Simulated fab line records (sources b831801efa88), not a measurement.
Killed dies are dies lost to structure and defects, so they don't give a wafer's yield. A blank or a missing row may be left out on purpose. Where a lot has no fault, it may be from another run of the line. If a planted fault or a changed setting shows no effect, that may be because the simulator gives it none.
Which tool did it? | flow sky130 | 13 lots, 39 wafers sampled, at 3 steps of a route of 708

WHAT EACH GAUGE READ, for each wafer
SKY_VT_ADJUST_NCORE_TW_MEAS_11. Usual: VT_ADJUST_NCORE_TW 218.7, standard deviation 1.7.
lot  | measured     | on            | VT_ADJUST_NCORE_TW            | flag
L943 | day 8 20:27  | film_metro-01 | 218.6 219.6 218.1             |
L945 | day 9 12:15  | film_metro-01 | 219.3 219.3 219.8             |
L947 | day 10 05:19 | film_metro-04 | 214.4 215.8 214.8             |
L949 | day 10 18:19 | film_metro-02 | 218.9 219.1 219.8             |
L952 | day 11 10:01 | film_metro-01 | 220.4 221.8 220.7             |
L953 | day 11 19:43 | film_metro-02 | 218.6 219.6 218.9             |
L954 | day 12 03:51 | film_metro-04 | 215.5 214.7 215.4             |
L956 | day 12 20:32 | film_metro-02 | 218.8 219.4 220.7             |
L958 | day 13 06:46 | film_metro-01 | 218.4 218.4 219.5             |
L962 | day 14 14:42 | film_metro-01 | 30.0 30.1 30.1 30.2 29.9 29.8 | OFF
L963 | day 14 23:35 | film_metro-02 | 30.2 30.0 30.1 30.2 30.0 30.1 | OFF
L964 | day 15 03:48 | film_metro-04 | 217.3 217.3 217.0             |
L965 | day 15 12:38 | film_metro-04 | 217.1 217.9 217.2             |

TOOL THAT RAN EACH LOT (tool first, then ch and the chambers of the sampled wafers, then the start)
lot  | SKY_VT_ADJUST_LVTN_STRIP_20          | SKY_VT_ADJUST_NCORE_STRIP_10
L943 | plasma_asher-01 ch 0,1, day 7 22:58  | plasma_asher-01 ch 0,1, day 8 20:21
L945 | plasma_asher-01 ch 1, day 8 14:04    | plasma_asher-04 ch 0,1, day 9 12:09
L947 | plasma_asher-02 ch 0,1, day 9 06:22  | plasma_asher-02 ch 0,1, day 10 05:12
L949 | plasma_asher-03 ch 0,1, day 9 19:08  | plasma_asher-01 ch 0,1, day 10 18:14
L952 | plasma_asher-01 ch 0,1, day 10 11:05 | plasma_asher-02 ch 0,1, day 11 09:54
L953 | plasma_asher-01 ch 1, day 10 19:52   | plasma_asher-04 ch 1, day 11 19:36
L954 | plasma_asher-02 ch 0,1, day 11 03:50 | plasma_asher-04 ch 0,1, day 12 03:45
L956 | plasma_asher-01 ch 0,1, day 11 19:11 | plasma_asher-04 ch 0,1, day 12 20:26
L958 | plasma_asher-01 ch 0,1, day 12 05:09 | plasma_asher-04 ch 0,1, day 13 06:41
L962 | plasma_asher-02 ch 0,1, day 13 11:40 | plasma_asher-02 ch 0,1, day 14 14:36
L963 | plasma_asher-01 ch 0,1, day 13 20:49 | plasma_asher-01 ch 0,1, day 14 23:29
L964 | plasma_asher-01 ch 0,1, day 14 00:28 | plasma_asher-01 ch 0,1, day 15 03:43
L965 | plasma_asher-03 ch 0,1, day 14 09:41 | plasma_asher-01 ch 0,1, day 15 12:32
- SKY_VT_ADJUST_LVTN_STRIP_20: strips in O2/N2.
- SKY_VT_ADJUST_NCORE_STRIP_10: strips in O2/N2.

WHAT THE TOOLS THEMSELVES READ (means of the sampled wafers that have a number; where no wafer has one, the mark that the record gives instead)
SKY_VT_ADJUST_LVTN_STRIP_20. Usual: chamber_pressure_mTorr 1499.8 mTorr, standard deviation 1.4; drypump_motor_current_A 5.9 A, standard deviation 0.45; o2_flow_sccm 3000 sccm, standard deviation 8.7; oes_product_au 0.716 a.u., standard deviation 0.0047; strip_time_to_endpoint_s 14.18 s, standard deviation 0.032.
lot  | tool            | chamber_pressure_mTorr (mTorr) | drypump_motor_current_A (A) | o2_flow_sccm (sccm) | oes_product_au (a.u.) | strip_time_to_endpoint_s (s) | flag
L943 | plasma_asher-01 | 1500.5                         | 6.0                         | 2994                | 0.719                 | 14.16                        |
L945 | plasma_asher-01 | 1497.8                         | 6.0                         | 3009                | 0.712                 | 14.22                        |
L947 | plasma_asher-02 | 1500.1                         | 6.0                         | 2991                | 0.720                 | 14.18                        |
L949 | plasma_asher-03 | 1500.1                         | 5.8                         | 2996                | 0.714                 | 14.18                        |
L952 | plasma_asher-01 | 1500.1                         | 6.1                         | 2999                | 0.715                 | 14.22                        |
L953 | plasma_asher-01 | 1499.5                         | 6.0                         | 2993                | 0.712                 | 14.17                        |
L954 | plasma_asher-02 | 1500.0                         | 6.0                         | 2995                | 0.717                 | 14.21                        |
L956 | plasma_asher-01 | 1499.7                         | 6.1                         | 3003                | 0.714                 | 14.14                        |
L958 | plasma_asher-01 | 1502.1                         | 6.0                         | 3001                | 0.715                 | 14.14                        |
L962 | plasma_asher-02 | -                              | -                           | -                   | -                     | -                            | OFF
L963 | plasma_asher-01 | -                              | -                           | -                   | -                     | -                            | OFF
L964 | plasma_asher-01 | 1499.3                         | 6.0                         | 2994                | 0.714                 | 14.16                        |
L965 | plasma_asher-03 | 1498.8                         | 5.8                         | 3000                | 0.719                 | 14.19                        |

SKY_VT_ADJUST_NCORE_STRIP_10. Usual: chamber_pressure_mTorr 1499.8 mTorr, standard deviation 2; drypump_motor_current_A 6.1 A, standard deviation 0.36; o2_flow_sccm 3001 sccm, standard deviation 8.3; oes_product_au 0.715 a.u., standard deviation 0.0049; strip_time_to_endpoint_s 14.19 s, standard deviation 0.046.
lot  | tool            | chamber_pressure_mTorr (mTorr) | drypump_motor_current_A (A) | o2_flow_sccm (sccm) | oes_product_au (a.u.) | strip_time_to_endpoint_s (s) | flag
L943 | plasma_asher-01 | 1500.4                         | 6.0                         | 3000                | 0.711                 | 14.14                        |
L945 | plasma_asher-04 | 1499.7                         | 6.3                         | 3000                | 0.714                 | 14.22                        |
L947 | plasma_asher-02 | 1500.2                         | 5.5                         | 3002                | 0.717                 | 14.15                        |
L949 | plasma_asher-01 | 1500.9                         | 6.0                         | 3005                | 0.714                 | 14.23                        |
L952 | plasma_asher-02 | 1500.9                         | 5.5                         | 2994                | 0.714                 | 14.20                        |
L953 | plasma_asher-04 | 1500.2                         | 6.2                         | 3010                | 0.714                 | 14.20                        |
L954 | plasma_asher-04 | 1498.8                         | 6.2                         | 3001                | 0.720                 | 14.15                        |
L956 | plasma_asher-04 | 1499.5                         | 6.2                         | 3006                | 0.717                 | 14.25                        |
L958 | plasma_asher-04 | 1498.1                         | 6.2                         | 2999                | 0.714                 | 14.14                        |
L962 | plasma_asher-02 | 1500.0                         | 5.5                         | 3007                | 0.718                 | 31.26                        | OFF
L963 | plasma_asher-01 | 1500.3                         | 6.1                         | 2993                | 0.720                 | 31.36                        | OFF
L964 | plasma_asher-01 | 1500.2                         | 6.0                         | 2999                | 0.713                 | 14.25                        |
L965 | plasma_asher-01 | 1492.9                         | 6.0                         | 2997                | 0.715                 | 14.21                        | OFF

THE ANSWER, worked out from the rows above alone
Rule: lot off if the mean of its wafers having a number is beyond 3 standard deviations from the usual mean. Also off: a lot with no number at a reading for which 4 or more lots have one. All remaining lots with rows at the step are treated as sound. First the gauges in route order, then the tools' own readings, where a lot's mean is used as printed above. The first step at which some lot is off is used, and at that step the reading that is off furthest; a lot without a number counts as furthest.
Off: L962, L963, seen at SKY_VT_ADJUST_NCORE_TW_MEAS_11 (VT_ADJUST_NCORE_TW).
A tool fits if, at a process step before that reading, it ran every lot that is off, and no sound lot after the first of them. The gauges at SKY_VT_ADJUST_NCORE_TW_MEAS_11 aren't tried: what is off there is off at SKY_VT_ADJUST_LVTN_STRIP_20 too, on other tools, and a gauge's error can't cause that. Of those tried, none fits.

WHAT HAD BEEN PUT IN BY THE SIMULATOR
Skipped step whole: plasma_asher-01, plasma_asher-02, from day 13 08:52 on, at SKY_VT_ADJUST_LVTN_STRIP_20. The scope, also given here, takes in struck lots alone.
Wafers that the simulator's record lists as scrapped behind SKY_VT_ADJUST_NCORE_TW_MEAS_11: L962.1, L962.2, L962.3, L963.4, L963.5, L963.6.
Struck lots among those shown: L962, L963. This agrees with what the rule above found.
